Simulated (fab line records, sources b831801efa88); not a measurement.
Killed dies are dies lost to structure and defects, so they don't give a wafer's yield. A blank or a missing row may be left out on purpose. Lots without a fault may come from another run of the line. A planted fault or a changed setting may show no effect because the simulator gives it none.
Which tool did it? | flow sky130 | 9 lots, 27 wafers sampled, at 5 steps of a route of 708

WHAT THE GAUGES READ, wafer by wafer
SKY_FIELD_ISO_CD_MEAS_13: target cd 150 nm.
lot  | measured    | on        | cd_nm (nm)
L457 | day 2 04:19 | cd_sem-02 | 147.1 146.9 146.7
L458 | day 2 09:55 | cd_sem-02 | 151.7 150.2 149.1
L459 | day 2 16:19 | cd_sem-01 | 150.0 150.7 150.0
L460 | day 2 20:14 | cd_sem-02 | 147.5 147.9 147.1
L461 | day 3 01:17 | cd_sem-02 | 148.6 147.0 147.6
L470 | day 5 01:07 | cd_sem-02 | 83.2 82.8 149.3
L473 | day 5 15:41 | cd_sem-01 | 150.7 150.4 149.6
L475 | day 6 02:21 | cd_sem-01 | 150.8 150.2 152.3
L477 | day 6 12:36 | cd_sem-02 | 153.0 154.7 152.9

SKY_PWDE_TW_MEAS_10.
lot  | measured    | on            | PWDE_TW
L457 | day 3 20:17 | film_metro-02 | 376 377 378
L458 | day 4 05:35 | film_metro-02 | 377 376 376
L459 | day 4 09:41 | film_metro-01 | 371 372 368
L460 | day 4 12:55 | film_metro-04 | 366 367 367
L461 | day 4 18:55 | film_metro-01 | 371 371 370
L470 | day 6 19:31 | film_metro-01 | 372
L473 | day 7 12:50 | film_metro-01 | 370 372 370
L475 | day 8 07:25 | film_metro-04 | 368 370 368
L477 | day 8 19:29 | film_metro-01 | 376 375 377

WHICH TOOL RAN EACH LOT (tool, then ch and the chambers of the sampled wafers, then the start)
lot  | SKY_FIELD_ISO_EXPOSE_10          | SKY_FIELD_ISO_ETCH_14             | SKY_PWDE_STRIP_09
L457 | krf_scanner-01 ch 0, day 1 21:45 | rie_diel-01 ch 0,1,3, day 2 04:26 | plasma_asher-01 ch 0,1, day 3 20:11
L458 | krf_scanner-02 ch 0, day 2 02:05 | rie_diel-03 ch 0,1,3, day 2 10:01 | plasma_asher-02 ch 0,1, day 4 05:28
L459 | krf_scanner-01 ch 0, day 2 08:58 | rie_diel-01 ch 0,1,3, day 2 16:26 | plasma_asher-02 ch 1, day 4 09:35
L460 | krf_scanner-01 ch 0, day 2 12:40 | rie_diel-03 ch 0,1,2, day 2 20:21 | plasma_asher-02 ch 0,1, day 4 12:49
L461 | krf_scanner-01 ch 0, day 2 17:23 | rie_diel-01 ch 0,2,3, day 3 01:24 | plasma_asher-04 ch 0,1, day 4 18:49
L470 | krf_scanner-01 ch 0, day 4 16:11 | rie_diel-01 ch 0,1, day 5 01:14   | plasma_asher-01 ch 1, day 6 19:27
L473 | krf_scanner-02 ch 0, day 5 06:55 | rie_diel-04 ch 0,2,3, day 5 15:47 | plasma_asher-04 ch 0,1, day 7 12:43
L475 | krf_scanner-02 ch 0, day 5 17:58 | rie_diel-01 ch 1,2,3, day 6 02:28 | plasma_asher-01 ch 0,1, day 8 07:19
L477 | krf_scanner-02 ch 0, day 6 03:16 | rie_diel-03 ch 0,3, day 6 12:43   | plasma_asher-04 ch 0,1, day 8 19:23
- SKY_FIELD_ISO_EXPOSE_10: exposes mask FOM, target cd 150 nm.
- SKY_FIELD_ISO_ETCH_14: etches BARC in N2/H2, stops on SiO2, time 45.9 s, target depth 60 nm.
- SKY_PWDE_STRIP_09: strips in O2/N2.

WHAT THE TOOLS THEMSELVES READ (means of the sampled wafers that have a number; where no wafer has one, the mark that the record gives instead)
SKY_FIELD_ISO_ETCH_14.
lot  | tool        | drypump_motor_current_A (A) | oes_product_au (a.u.) | throttle_valve_pct (%)
L457 | rie_diel-01 | 5.9                         | 0.855                 | 13.227
L458 | rie_diel-03 | 5.9                         | 0.852                 | 13.219
L459 | rie_diel-01 | 5.9                         | 0.855                 | 13.227
L460 | rie_diel-03 | 5.6                         | 0.850                 | 13.219
L461 | rie_diel-01 | 5.9                         | 0.851                 | 13.222
L470 | rie_diel-01 | 5.7                         | 0.857                 | 13.219
L473 | rie_diel-04 | 5.5                         | 0.855                 | 13.229
L475 | rie_diel-01 | 5.7                         | 0.855                 | 13.226
L477 | rie_diel-03 | 6.5                         | 0.860                 | 13.222

SKY_PWDE_STRIP_09.
lot  | tool            | drypump_motor_current_A (A) | oes_product_au (a.u.) | strip_time_to_endpoint_s (s)
L457 | plasma_asher-01 | 5.50                        | 0.719                 | 36.94
L458 | plasma_asher-02 | 5.61                        | 0.723                 | 37.03
L459 | plasma_asher-02 | 5.72                        | 0.724                 | 36.92
L460 | plasma_asher-02 | 5.60                        | 0.724                 | 36.86
L461 | plasma_asher-04 | 5.99                        | 0.725                 | 37.01
L470 | plasma_asher-01 | 5.37                        | 0.722                 | 37.02
L473 | plasma_asher-04 | 5.81                        | 0.722                 | 36.98
L475 | plasma_asher-01 | 5.50                        | 0.724                 | 36.76
L477 | plasma_asher-04 | 5.85                        | 0.721                 | 36.86

THE ANSWER, worked out from the rows above alone
Rule: what is usual is taken from the lots themselves. Put in order of their means at a reading, lots are off if they are a third of the lots or fewer, leave a main group of 4 or more, and stand apart from it by a gap of 3 or more times the standard deviation of the main group's means; of several such gaps the widest counts. A main group whose means are all the same, to the digits that the tables above print for the reading, isn't used. A lot without any number at a reading at which 4 lots or more have one is off too. The other lots that the step has rows for count as sound. The gauges are gone through in route order, then the tools' own readings, and for those a lot's mean is taken as printed above. The first step at which some lot is off is used, and at that step the reading that is off furthest; a lot without a number counts as furthest.
Off: L470, at SKY_FIELD_ISO_CD_MEAS_13 (cd_nm). The main group: mean 149.7 nm, standard deviation 2.1.
A tool fits if, at a process step before that reading, it ran every lot that is off, and no sound lot after the first of them. The gauges at SKY_FIELD_ISO_CD_MEAS_13 are tried like those tools. One fits: krf_scanner-01 at SKY_FIELD_ISO_EXPOSE_10. Its last sound lot is L461 (day 2 17:23), its first lot that is off L470 (day 4 16:11): a fault that began between those two fits.

WHAT THE SIMULATOR HAD PUT IN
Process parameter drift: krf_scanner-01, from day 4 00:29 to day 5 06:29, at SKY_FIELD_ISO_EXPOSE_10. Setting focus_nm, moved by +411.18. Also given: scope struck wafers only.
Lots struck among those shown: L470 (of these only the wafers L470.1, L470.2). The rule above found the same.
